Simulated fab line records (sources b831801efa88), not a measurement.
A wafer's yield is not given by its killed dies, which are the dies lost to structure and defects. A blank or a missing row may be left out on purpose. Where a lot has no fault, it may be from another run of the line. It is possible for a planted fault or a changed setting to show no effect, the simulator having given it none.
Chamber matching / flow sky130 / SKY_FIELD_ISO_ETCH_14 on rieDiel-04: 4 sister chambers
The step etches BARC in N2/H2, stops on SiO2, time 45.9 s, target depth 60 nm. 16 wafers are shown with their chamber, then 8 later ones without.

== WAFERS, EACH WITH ITS CHAMBER ==
wafer=L075.2; chamber=1; biasW (W)=100.8; oesProductAu (a.u.)=0.860; throttleValvePct (%)=13.227
wafer=L075.3; chamber=3; biasW (W)=100.0; oesProductAu (a.u.)=0.846; throttleValvePct (%)=13.221
wafer=L075.5; chamber=1; biasW (W)=100.3; oesProductAu (a.u.)=0.856; throttleValvePct (%)=13.221
wafer=L078.2; chamber=3; biasW (W)=100.0; oesProductAu (a.u.)=0.855; throttleValvePct (%)=13.222
wafer=L078.4; chamber=1; biasW (W)=100.1; oesProductAu (a.u.)=0.855; throttleValvePct (%)=13.238
wafer=L078.6; chamber=0; biasW (W)=100.1; oesProductAu (a.u.)=0.854; throttleValvePct (%)=13.226
wafer=L081.1; chamber=3; biasW (W)=99.6; oesProductAu (a.u.)=0.845; throttleValvePct (%)=13.226
wafer=L081.2; chamber=0; biasW (W)=99.8; oesProductAu (a.u.)=0.855; throttleValvePct (%)=13.228
wafer=L081.3; chamber=2; biasW (W)=100.0; oesProductAu (a.u.)=0.856; throttleValvePct (%)=13.223
wafer=L090.1; chamber=2; biasW (W)=99.8; oesProductAu (a.u.)=0.849; throttleValvePct (%)=13.227
wafer=L090.3; chamber=3; biasW (W)=100.1; oesProductAu (a.u.)=0.852; throttleValvePct (%)=13.228
wafer=L090.4; chamber=0; biasW (W)=100.5; oesProductAu (a.u.)=0.850; throttleValvePct (%)=13.234
wafer=L092.2; chamber=0; biasW (W)=99.7; oesProductAu (a.u.)=0.858; throttleValvePct (%)=13.232
wafer=L092.3; chamber=3; biasW (W)=100.3; oesProductAu (a.u.)=0.857; throttleValvePct (%)=13.230
wafer=L092.4; chamber=2; biasW (W)=99.4; oesProductAu (a.u.)=0.853; throttleValvePct (%)=13.223
wafer=L093.1; chamber=1; biasW (W)=100.2; oesProductAu (a.u.)=0.858; throttleValvePct (%)=13.220

SIGNATURES, as means of the wafers listed above
reading=biasW; chamber 0=100.025; chamber 1=100.350; chamber 2=99.733; chamber 3=100.000; scatter within a chamber=0.306
reading=oesProductAu; chamber 0=0.85425; chamber 1=0.85725; chamber 2=0.85267; chamber 3=0.85100; scatter within a chamber=0.00394
reading=throttleValvePct; chamber 0=13.23000; chamber 1=13.22650; chamber 2=13.22433; chamber 3=13.22540; scatter within a chamber=0.00512
Rule: distance of a wafer from a chamber = root of the sum over the readings of ((wafer's reading minus chamber's mean) / reading's scatter) squared. If the next closest chamber is less than 2 further off than the closest, the wafer can't be placed; otherwise it belongs to the closest. The scatter: take each reading less its chamber's mean, square it, sum over the shown wafers, divide by the number of wafers less the number of chambers, and take the root.

== WAFERS WITHOUT THEIR CHAMBER ==
wafer=L093.2; biasW (W)=100.1; oesProductAu (a.u.)=0.845; throttleValvePct (%)=13.222
wafer=L093.5; biasW (W)=99.9; oesProductAu (a.u.)=0.851; throttleValvePct (%)=13.244
wafer=L095.3; biasW (W)=100.2; oesProductAu (a.u.)=0.850; throttleValvePct (%)=13.219
wafer=L095.4; biasW (W)=99.2; oesProductAu (a.u.)=0.847; throttleValvePct (%)=13.220
wafer=L095.6; biasW (W)=100.0; oesProductAu (a.u.)=0.858; throttleValvePct (%)=13.241
wafer=L097.4; biasW (W)=99.6; oesProductAu (a.u.)=0.863; throttleValvePct (%)=13.213
wafer=L097.5; biasW (W)=100.0; oesProductAu (a.u.)=0.851; throttleValvePct (%)=13.231
wafer=L097.6; biasW (W)=100.1; oesProductAu (a.u.)=0.866; throttleValvePct (%)=13.215

== CHAMBER TAKEN BY EACH ==
wafer=L093.2; from the rows above=can't be placed: 3 or 2 or 0 or 1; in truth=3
wafer=L093.5; from the rows above=can't be placed: 0 or 3 or 2 or 1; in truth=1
wafer=L095.3; from the rows above=can't be placed: 3 or 2 or 1 or 0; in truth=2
wafer=L095.4; from the rows above=can't be placed: 2 or 3 or 0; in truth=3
wafer=L095.6; from the rows above=can't be placed: 0 or 1 or 3 or 2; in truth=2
wafer=L097.4; from the rows above=can't be placed: 2 or 1 or 3 or 0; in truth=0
wafer=L097.5; from the rows above=can't be placed: 0 or 3 or 2 or 1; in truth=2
wafer=L097.6; from the rows above=can't be placed: 1 or 2 or 0 or 3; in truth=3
0 of 8 placed correctly. Can't be placed from these rows: 8 (the true chamber is among the candidates in 8). Number placed wrongly: 0.
